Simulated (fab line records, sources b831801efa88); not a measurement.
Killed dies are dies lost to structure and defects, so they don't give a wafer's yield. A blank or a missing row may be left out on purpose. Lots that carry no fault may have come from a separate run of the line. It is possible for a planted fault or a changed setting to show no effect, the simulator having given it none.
fab line records	flow sky130
record lots=6	wafers=18	last-day=50
route steps=708 shown SD_P@322 RES_XHIGH@332 PAD_OPEN@708
lots untouched by any fault: they come from a run of this same line in which no faults occurred
start-h: hours from the record's first day to the start of the lot's first wafer shown	wait-h: how many hours have passed since the lot's step before this one	" identical to the entry in the row above	L1.1+2: a row that stands for several wafers	- no value, or no start given	* or withheld: withheld	< > ~ a bound
route shown NAME@n: names a module that has steps shown in the file, with the first one's number in the route	usual: mean/standard deviation of fault-free wafers	same: alike in all rows	chamber/n: place in a boat	sites: each site's reading	_std_site: how widely they spread, as a standard deviation	_edge_site: outer sites' mean less inner sites'	radius-mm: for every site, how far away it sits from the centre of the wafer	mask NAME#n: copy n	behind: the most recent tool/chamber to have shaped the wafer	hold: cause of the lot's hold/its duration in hours/its outcome	device: the transistor (n, p or np) that didn't switch	end of line: the route-end tests of the same wafers	step lacking rows: just its recipe	killed: dies that structure and defects cost at the first sort, which is not the same as the wafer's yield	map: a wafer's dies, marking killed ones x, the rest . and places with no die _
set.NAME: the setting the step ran with; set.NAME@STEP: the setting that earlier step ran with	model.NAME: the simulator's own value behind a step, which no gauge read
lots at some steps of the route; a table a step, a row a wafer
services: a tool's chamber out of use, with start hour (start-h, from the record's first day; less than 0 if before it), hours out, and reason
## steps
# step SKY_SD_P_COAT_02
# recipe resist=NOVOLAK	spin-rpm=3000	resist-thk-nm=1140
# step SKY_SD_P_SOFTBAKE_03
# recipe temp-c=90	time-s=60	resist=NOVOLAK
# step SKY_SD_P_EXPOSE_04
# recipe mask-id=PSDM	na=0.6	source-shape=conventional	sigma-outer=0.6	polarization=unpolarized	target-cd-nm=380	dose-mj=138
# step SKY_SD_P_PEB_05
# recipe temp-c=withheld	time-s=*	resist=NOVOLAK
# step SKY_SD_P_DEVELOP_06
# recipe resist=NOVOLAK	developer=TMAH	develop-time-s=60	dev-temp-c=23
# step SKY_SD_P_CD_MEAS_07
# recipe target-cd-nm=380
# usual cd-nm=379.0/2.9
lot.wafer	tool	chamber	start-h	wait-h	cd-nm
L995.4	cd-sem-02	-	621.17	0.1	378.9
L995.5	"	-	"	"	376.6
L995.6	"	-	"	"	378.3
L999.1	cd-sem-02	-	648.79	0.1	380.4
L999.3	"	-	"	"	381.2
L999.4	"	-	"	"	383.5
L102.1	cd-sem-01	-	669.21	0.1	376.9
L102.2	"	-	"	"	378.5
L102.3	"	-	"	"	375.3
L103.1	cd-sem-02	-	677.71	0.1	377.7
L103.4	"	-	"	"	377.2
L103.5	"	-	"	"	376.9
L110.1	cd-sem-01	-	735.36	0.1	378.4
L110.2	"	-	"	"	378.4
L110.6	"	-	"	"	379.0
L114.1	cd-sem-02	-	766.49	0.1	384.9
L114.2	"	-	"	"	381.4
L114.3	"	-	"	"	383.2
# step SKY_SD_P_OVL_MEAS_08
# usual SD_P_OVL=-0.1/1.4
lot.wafer	tool	chamber	start-h	wait-h	SD_P_OVL[nm]
L995.4	overlay-02	-	621.25	0.1	1.7
L995.5	"	-	"	"	0.3
L995.6	"	-	"	"	-0.5
L999.1	overlay-01	-	648.91	0.1	-0.9
L999.3	"	-	"	"	0.2
L999.4	"	-	"	"	0.1
L102.1	overlay-01	-	669.33	0.1	0.2
L102.2	"	-	"	"	0.9
L102.3	"	-	"	"	0.7
L103.1	overlay-02	-	677.83	0.1	0.8
L103.4	"	-	"	"	0.5
L103.5	"	-	"	"	1.3
L110.1	overlay-02	-	735.48	0.1	-1.6
L110.2	"	-	"	"	-1.3
L110.6	"	-	"	"	-0.3
L114.1	overlay-02	-	766.61	0.1	-1.6
L114.2	"	-	"	"	-0.3
L114.3	"	-	"	"	0.1
# step SKY_SD_P_IMPLANT_09
# recipe species=BF2	energy-kev=20	dose-cm2=3e+15	tilt-deg=0
# step SKY_SD_P_STRIP_10
# recipe chemistry=O2/N2	power-w=1400	pressure-mtorr=1500	platen-temp-c=withheld	o2-flow-sccm=3000	n2-flow-sccm=300	overash-fraction=0.5
# usual drypump-motor-current-A=6.0/0.49	oes-product-au=0.617/0.0042	strip-time-to-endpoint-s=17.51/0.051
lot.wafer	tool	chamber	start-h	wait-h	drypump-motor-current-A	oes-product-au	rf-hours-counter-h	strip-time-to-endpoint-s
L995.4	plasma-asher-02	1	621.45	0.1	5.7	0.612	-	17.48
L995.5	"	1	"	"	5.8	0.607	-	17.48
L995.6	"	0	"	"	6.8	0.615	-	17.49
L999.1	plasma-asher-02	0	649.10	0.1	6.8	0.620	22	17.45
L999.3	"	0	"	"	6.9	0.613	-	17.44
L999.4	"	1	"	"	5.8	0.620	-	17.43
L102.1	plasma-asher-02	0	669.52	0.1	6.8	0.613	24	17.42
L102.2	"	1	"	"	5.8	0.621	24	17.45
L102.3	"	1	"	"	5.7	0.625	-	17.42
L103.1	plasma-asher-03	0	678.01	0.1	5.7	0.616	83	17.47
L103.4	"	1	"	"	5.7	0.618	-	17.48
L103.5	"	0	"	"	5.7	0.618	-	17.46
L110.1	plasma-asher-02	1	735.67	0.1	5.7	0.623	31	17.56
L110.2	"	0	"	"	6.8	0.618	31	17.55
L110.6	"	0	"	"	6.8	0.619	-	17.54
L114.1	plasma-asher-02	1	766.80	0.1	5.8	0.610	34	17.63
L114.2	"	0	"	"	6.8	0.619	34	17.61
L114.3	"	0	"	"	6.8	0.618	-	17.57
# step SKY_SD_P_TW_MEAS_11
# usual SD_P_TW=2815/21
lot.wafer	tool	chamber	start-h	wait-h	SD_P_TW
L995.4	film-metro-02	-	621.54	0.1	2806
L995.5	"	-	"	"	2791
L995.6	"	-	"	"	2787
L999.1	film-metro-02	-	649.20	0.1	2791
L999.3	"	-	"	"	2791
L999.4	"	-	"	"	2797
L102.1	film-metro-02	-	669.62	0.1	2801
L102.2	"	-	"	"	2783
L102.3	"	-	"	"	2793
L103.1	film-metro-03	-	678.11	0.1	2845
L103.4	"	-	"	"	2833
L103.5	"	-	"	"	2845
L110.1	film-metro-02	-	735.77	0.1	2803
L110.2	"	-	"	"	2822
L110.6	"	-	"	"	2811
L114.1	film-metro-01	-	766.90	0.1	2824
L114.2	"	-	"	"	2792
L114.3	"	-	"	"	2806
# step SKY_RES_XHIGH_DEHYDRATE_00
# recipe temp-c=200	time-s=60
# step SKY_RES_XHIGH_HMDS_01
# recipe prime-time-s=60	prime-temp-c=120
# step SKY_RES_XHIGH_COAT_02
# recipe resist=NOVOLAK	spin-rpm=3000	resist-thk-nm=1140
# usual spin-speed-rpm=3000.3/2.4
lot.wafer	tool	chamber	start-h	wait-h	spin-speed-rpm	model.NOVOLAK_of_RES_XHIGH_COAT_02.thk-nm
L995.4	litho-track-04	0	635.33	0.1	3000.7	1143
L995.5	"	0	"	"	2995.8	1143
L995.6	"	0	"	"	3000.5	1145
L999.1	litho-track-01	0	662.61	0.1	2999.3	1140
L999.3	"	0	"	"	2995.9	1136
L999.4	"	0	"	"	2997.1	1134
L102.1	litho-track-04	0	680.71	0.1	3073.8	1132
L102.2	"	0	"	"	3068.3	1131
L102.3	"	0	"	"	3069.1	1130
L103.1	litho-track-04	0	693.41	0.1	3067.7	1137
L103.4	"	0	"	"	3070.3	1132
L103.5	"	0	"	"	3071.1	1133
L110.1	litho-track-01	0	748.96	0.1	3000.1	1135
L110.2	"	0	"	"	2997.4	1134
L110.6	"	0	"	"	3000.2	1134
L114.1	litho-track-01	0	780.16	0.1	3003.5	1143
L114.2	"	0	"	"	3001.9	1145
L114.3	"	0	"	"	3003.0	1143
# step SKY_RES_XHIGH_SOFTBAKE_03
# recipe temp-c=90	time-s=60	resist=NOVOLAK
# step SKY_RES_XHIGH_EXPOSE_04
# recipe mask-id=URPM	na=0.6	source-shape=conventional	sigma-outer=0.6	polarization=unpolarized	target-cd-nm=1270	dose-mj=140
# step SKY_RES_XHIGH_PEB_05
# recipe temp-c=withheld	time-s=*	resist=NOVOLAK
# step SKY_RES_XHIGH_DEVELOP_06
# recipe resist=NOVOLAK	developer=TMAH	develop-time-s=60	dev-temp-c=23
lot.wafer	tool	chamber	start-h	wait-h	model.NOVOLAK_of_RES_XHIGH_COAT_02.thk-nm
L995.4	litho-track-03	0	649.97	0.1	1143
L995.5	"	0	"	"	1142
L995.6	"	0	"	"	1144
L999.1	litho-track-03	0	674.84	0.1	1140
L999.3	"	0	"	"	1136
L999.4	"	0	"	"	1134
L102.1	litho-track-03	0	696.14	0.1	1132
L102.2+3	"	0	"	"	1130
L103.1	litho-track-04	0	706.86	0.1	1136
L103.4	"	0	"	"	1132
L103.5	"	0	"	"	1133
L110.1	litho-track-03	0	762.29	0.1	1135
L110.2	"	0	"	"	1133
L110.6	"	0	"	"	1134
L114.1+3	litho-track-01	0	793.26	0.1	1142
L114.2	"	0	"	"	1144
# step SKY_RES_XHIGH_IMPLANT_07
# recipe species=BF2	energy-kev=20	dose-cm2=3.6e+14	tilt-deg=0
# step SKY_PAD_OPEN_PROBE_99
# usual killed_at_M0_to_M3=44/6.5	killed_at_M4_up=2.9/1.7	killed-at-contacts=24/5.7	killed-at-front-end=16/4.4	killed-at-other=0.2/0.48	killed-dies=87/9.6	killed-open=48/6.7	killed-short=38/6.2
# same gross-dies=492	killed-at-back-side=0
lot.wafer	tool	chamber	start-h	wait-h	killed_at_M0_to_M3	killed_at_M4_up	killed-at-contacts	killed-at-front-end	killed-at-other	killed-dies	killed-open	killed-short
L995.4	prober-02	-	1100.71	0.2	47	4	24	16	0	91	51	40
L995.5	prober-02	-	1100.76	0.2	53	2	21	24	2	102	56	44
L995.6	prober-02	-	1100.81	0.2	43	5	27	21	0	96	53	43
L102.1	prober-02	-	1139.78	0.1	35	1	30	11	0	77	43	33
L102.2	prober-02	-	1139.83	0.1	49	3	35	14	0	101	50	51
L102.3	prober-02	-	1139.88	0.2	43	2	22	13	0	80	52	28
L103.1	prober-01	-	1142.35	0.1	43	3	24	8	1	79	45	34
L103.4	prober-01	-	1142.50	0.2	36	3	24	12	0	75	49	26
L103.5	prober-01	-	1142.55	0.2	34	5	30	11	0	80	48	32
L114.1	prober-01	-	1200.93	0.1	27	7	26	7	0	67	35	30
L114.2	prober-01	-	1200.98	0.1	41	3	17	12	1	74	42	32
L114.3	prober-01	-	1201.03	0.2	37	2	21	13	0	73	37	36
# killed by level:class
L995.4 VIA1:geometric-particle:open=8 VIA2:geometric-particle:open=8 CONTACT:geometric-particle:open=7 LI_CONTACT:geometric-particle:open=5 LOCAL_INTERCONNECT:geometric-particle:short=5 METAL2:geometric-particle:short=5 VIA3:geometric-particle:open=5 FIELD_ISO:geometric-particle:short=4
L995.5 VIA2:geometric-particle:open=12 METAL1:geometric-particle:short=7 VIA1:geometric-particle:open=7 FIELD_ISO:geometric-particle:open=6 POLY_GATE:geometric-particle:open=6 LI_CONTACT:geometric-particle:open=6 FIELD_ISO:geometric-particle:short=5 POLY_GATE:geometric-particle:short=5
L995.6 VIA2:geometric-particle:open=14 LI_CONTACT:geometric-particle:open=8 FIELD_ISO:geometric-particle:short=7 CONTACT:geometric-particle:open=7 LOCAL_INTERCONNECT:geometric-particle:short=7 METAL2:geometric-particle:short=7 POLY_GATE:geometric-particle:open=5 VIA1:geometric-particle:open=5
L102.1 LI_CONTACT:geometric-particle:open=11 CONTACT:geometric-particle:open=10 CONTACT:geometric-particle:short=7 VIA1:geometric-particle:open=6 METAL1:geometric-particle:short=6 POLY_GATE:geometric-particle:short=4 METAL2:geometric-particle:short=4 FIELD_ISO:geometric-particle:open=3
L102.2 CONTACT:geometric-particle:open=13 METAL2:geometric-particle:short=7 CONTACT:geometric-particle:short=7 METAL1:geometric-particle:short=7 VIA1:geometric-particle:open=6 LI_CONTACT:geometric-particle:open=5 LI_CONTACT:geometric-particle:short=5 VIA2:geometric-particle:open=5
L102.3 CONTACT:geometric-particle:open=13 VIA1:geometric-particle:open=10 VIA2:geometric-particle:open=8 FIELD_ISO:geometric-particle:open=7 VIA3:geometric-particle:open=6 VIA1:geometric-particle:short=5 VIA3:geometric-particle:short=5 FIELD_ISO:geometric-particle:short=3
L103.1 VIA1:geometric-particle:open=13 CONTACT:geometric-particle:open=12 VIA2:geometric-particle:open=10 METAL1:geometric-particle:short=5 VIA3:geometric-particle:open=5 LOCAL_INTERCONNECT:geometric-particle:short=4 CONTACT:geometric-particle:short=4 VIA1:geometric-particle:short=4
L103.4 CONTACT:geometric-particle:open=10 VIA1:geometric-particle:open=9 VIA2:geometric-particle:open=8 LI_CONTACT:geometric-particle:open=7 VIA3:geometric-particle:open=7 CONTACT:geometric-particle:short=5 FIELD_ISO:geometric-particle:short=4 POLY_GATE:geometric-particle:open=4
L103.5 CONTACT:geometric-particle:open=12 VIA3:geometric-particle:open=11 LI_CONTACT:geometric-particle:open=10 LOCAL_INTERCONNECT:geometric-particle:short=6 POLY_GATE:geometric-particle:short=5 VIA2:geometric-particle:open=5 VIA1:geometric-particle:short=4 VIA1:geometric-particle:open=3
L114.1 CONTACT:geometric-particle:open=14 VIA2:geometric-particle:open=7 LI_CONTACT:geometric-particle:open=5 METAL4:geometric-particle:short=5 VIA1:geometric-particle:short=5 CONTACT:geometric-particle:short=4 FIELD_ISO:geometric-particle:open=3 METAL1:geometric-particle:short=3
L114.2 VIA1:geometric-particle:open=10 VIA2:geometric-particle:open=7 CONTACT:geometric-particle:open=6 METAL1:geometric-particle:short=6 VIA3:geometric-particle:open=5 METAL2:geometric-particle:short=5 FIELD_ISO:geometric-particle:open=4 FIELD_ISO:geometric-particle:short=3
L114.3 CONTACT:geometric-particle:open=11 METAL2:geometric-particle:short=11 VIA1:geometric-particle:open=7 CONTACT:geometric-particle:short=4 METAL3:geometric-particle:short=4 VIA2:geometric-particle:open=4 VIA3:geometric-particle:open=4 FIELD_ISO:geometric-particle:open=3
## services
tool	chamber	start-h	hours	kind
plasma-asher-03	-	620.85	22.9	repair
plasma-asher-03	-	688.47	2.8	pm
plasma-asher-02	-	750.00	4.3	pm
## key
first-sign step=SKY_RES_XHIGH_COAT_02	reading=spin-speed-rpm	direction=up	sigmas=29	usual=3000.3	struck=3070.0
effect none on later readings
model-effect step=SKY_RES_XHIGH_COAT_02	value=NOVOLAK_of_RES_XHIGH_COAT_02.thk-nm	without=1146	struck=1133
model-effect step=SKY_RES_XHIGH_DEVELOP_06	value=NOVOLAK_of_RES_XHIGH_COAT_02.thk-nm	without=1145	struck=1132
met-at SKY_RES_XHIGH_COAT_02
struck-wafers L102.1,L102.2,L102.3,L103.1,L103.4,L103.5
tester-left-out L102,L103
onset-between 635.33 680.71
fault kind=process-parameter-drift	tool=litho-track-04	chamber=-	onset-h=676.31	steps=SKY_RES_XHIGH_COAT_02	channel=spin-rpm	offset=71.068	shape=step	end-h=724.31	acts-in=these-recipes-only	stated=3000
# tester-left-out: of these lots the tester's yield and bins aren't shown, on N5 and GAA mostly nor the transistor test; their killed dies are dies lost to structure and defects alone, not to doping, threshold or leakage, so they don't give the yield
